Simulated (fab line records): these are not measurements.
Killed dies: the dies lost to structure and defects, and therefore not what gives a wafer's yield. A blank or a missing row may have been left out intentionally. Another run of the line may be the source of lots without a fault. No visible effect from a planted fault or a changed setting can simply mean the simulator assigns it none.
One fault through the eyes of 2 desks + flow gf180mcu + every desk sees just its own numbers, and what lay behind them comes last

AT THE TOOL OWNER'S DESK: rtpAnneal-01
Per lot that ran on this tool, the mean of the sampled wafers carrying a number, from the tool's own readings at GF_SALICIDE_RTA_08 (time 30 s). A lot is out of limits, marked OUT, if its mean lies more than 4 standard deviations from the usual mean; the brackets give that distance.
Columns: A = chamberO2Ppm at GF_SALICIDE_RTA_08, usual 2.002; B = lampPowerPct at GF_SALICIDE_RTA_08, usual 14.6 %; C = wafer_temp_C_max at GF_SALICIDE_RTA_08, usual 803.2
| lot  | first seen here | A                         | B    | C     |
|------|-----------------|---------------------------|------|-------|
| L632 | day 15 00:44    | 1.993                     | 15.3 | 802.6 |
| L636 | day 16 11:49    | 1.974                     | 15.3 | 802.5 |
| L641 | day 18 16:16    | 2.021                     | 15.3 | 802.2 |
| L642 | day 18 19:47    | 301.990 (+99 or more) OUT | 15.3 | 801.9 |
| L644 | day 19 13:13    | 301.993 (+99 or more) OUT | 15.3 | 801.7 |
| L645 | day 19 19:40    | 302.010 (+99 or more) OUT | 15.2 | 801.7 |
| L655 | day 23 04:51    | 1.997                     | 15.3 | 802.2 |
This desk finds L642, L644, L645 out of limits, L642 being first, at day 18 19:47 (chamberO2Ppm at GF_SALICIDE_RTA_08). L632, L636, L641, L655: within limits.

METROLOGY DESK
Lot by lot, what the gauges showed, no matter which tool ran the lot: averages of those sampled wafers that carry a number. A lot is out of limits, marked OUT, if its mean lies more than 4 standard deviations from the usual mean; the brackets give that distance.
Columns: A = NSD_OVL at GF_NSD_OVL_MEAS_08, usual -0.5 nm; B = cdNm at GF_SAB_CD_MEAS_09, usual 420.7 nm; C = cdNm at GF_CONTACT_CD_MEAS_14, usual 220.1 nm
| lot  | first seen here | A    | B     | C     |
|------|-----------------|------|-------|-------|
| L632 | day 13 04:46    | -0.4 | 419.6 | 218.1 |
| L634 | day 14 03:22    | -2.6 | 420.6 | 218.8 |
| L635 | day 14 09:34    | -2.2 | 421.9 | 219.6 |
| L636 | day 14 15:37    | 1.4  | 420.7 | 219.6 |
| L637 | day 15 02:38    | -1.1 | 419.3 | 220.8 |
| L639 | day 15 20:35    | -2.6 | 423.8 | 220.2 |
| L641 | day 16 17:04    | -1.6 | 417.6 | 217.8 |
| L642 | day 16 19:35    | 0.2  | 420.1 | 219.6 |
| L644 | day 17 11:32    | -0.7 | 423.1 | 219.8 |
| L645 | day 17 17:49    | 0.0  | 421.2 | 220.3 |
| L649 | day 19 06:43    | -0.4 | 421.0 | 223.0 |
| L650 | day 19 14:42    | 0.3  | 417.7 | 220.3 |
| L652 | day 20 08:01    | -1.6 | 423.6 | 221.6 |
| L654 | day 20 22:58    | -2.4 | 421.4 | 220.3 |
| L655 | day 21 02:54    | -0.8 | 421.1 | 221.1 |
This desk found nothing out of limits on any of the 15 lots.

ALL TOGETHER
An alarm could have come from the tool owner's desk at day 18 19:47, on L642, L644, L645.
At the metrology desk, nothing out of limits was observed.
The metrology desk holds a record of L642, L644, L645, inside its limits.
Of the lots named, all ran GF_SALICIDE_RTA_08 on rtpAnneal-01.

WHAT THE SIMULATOR PUT IN
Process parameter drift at GF_SALICIDE_RTA_08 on rtpAnneal-01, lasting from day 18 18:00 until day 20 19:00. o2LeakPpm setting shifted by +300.
Struck lots among those shown: L642, L644, L645.
Time in hours from fault onset to the first out-of-limits reading at each desk: the tool owner's desk, 2.
